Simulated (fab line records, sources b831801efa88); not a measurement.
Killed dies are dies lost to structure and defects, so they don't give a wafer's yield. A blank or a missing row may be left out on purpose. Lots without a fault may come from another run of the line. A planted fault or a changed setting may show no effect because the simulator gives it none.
Chamber matching | flow gf180mcu | GF_PASSIVATION_CVD_02 on pecvd-02: 3 sister chambers
The step deposits Si3N4, target thk 700 nm, time 486.18 s. 16 wafers are shown with their chamber, then 8 later ones without.

WAFERS WITH THEIR CHAMBER
wafer  | chamber | heater_power_w (W)
L137.1 | 1       | 846
L137.3 | 0       | 771
L137.6 | 2       | 702
L138.2 | 1       | 823
L138.4 | 1       | 845
L138.5 | 2       | 589
L150.1 | 1       | 871
L150.2 | 2       | 684
L150.3 | 1       | 710
L151.1 | 1       | 928
L151.4 | 2       | 693
L151.6 | 2       | 725
L156.1 | 1       | 852
L156.3 | 0       | 759
L156.4 | 2       | 712
L157.1 | 2       | 707

SIGNATURES (means of the wafers above)
reading        | chamber 0 | chamber 1 | chamber 2 | scatter within a chamber
heater_power_w | 765.00    | 839.29    | 687.43    | 54.4
Rule: a wafer's distance from a chamber is the root of the sum, over the readings, of the square of ((its reading less the chamber's mean) divided by the reading's scatter). The wafer belongs to the nearest chamber; if the next one is less than 2 further off, it can't be placed. The scatter: the root of (the sum of the squares of (reading less its chamber's mean) over the shown wafers, divided by (wafers less chambers)).

WAFERS WITHOUT THEIR CHAMBER
wafer  | heater_power_w (W)
L157.5 | 720
L157.6 | 582
L159.3 | 732
L159.4 | 779
L159.6 | 679
L160.1 | 603
L160.2 | 703
L160.6 | 645

WHICH CHAMBER EACH WENT THROUGH
wafer  | from the rows above          | in truth
L157.5 | can't be placed: 2 or 0 or 1 | 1
L157.6 | can't be placed: 2 or 0      | 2
L159.3 | can't be placed: 0 or 2 or 1 | 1
L159.4 | can't be placed: 0 or 1 or 2 | 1
L159.6 | can't be placed: 2 or 0      | 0
L160.1 | can't be placed: 2 or 0      | 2
L160.2 | can't be placed: 2 or 0      | 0
L160.6 | can't be placed: 2 or 0      | 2
Placed correctly: 0 of 8. Can't be placed from these rows: 8 (the true chamber is among the candidates in 8). Placed wrongly: 0.
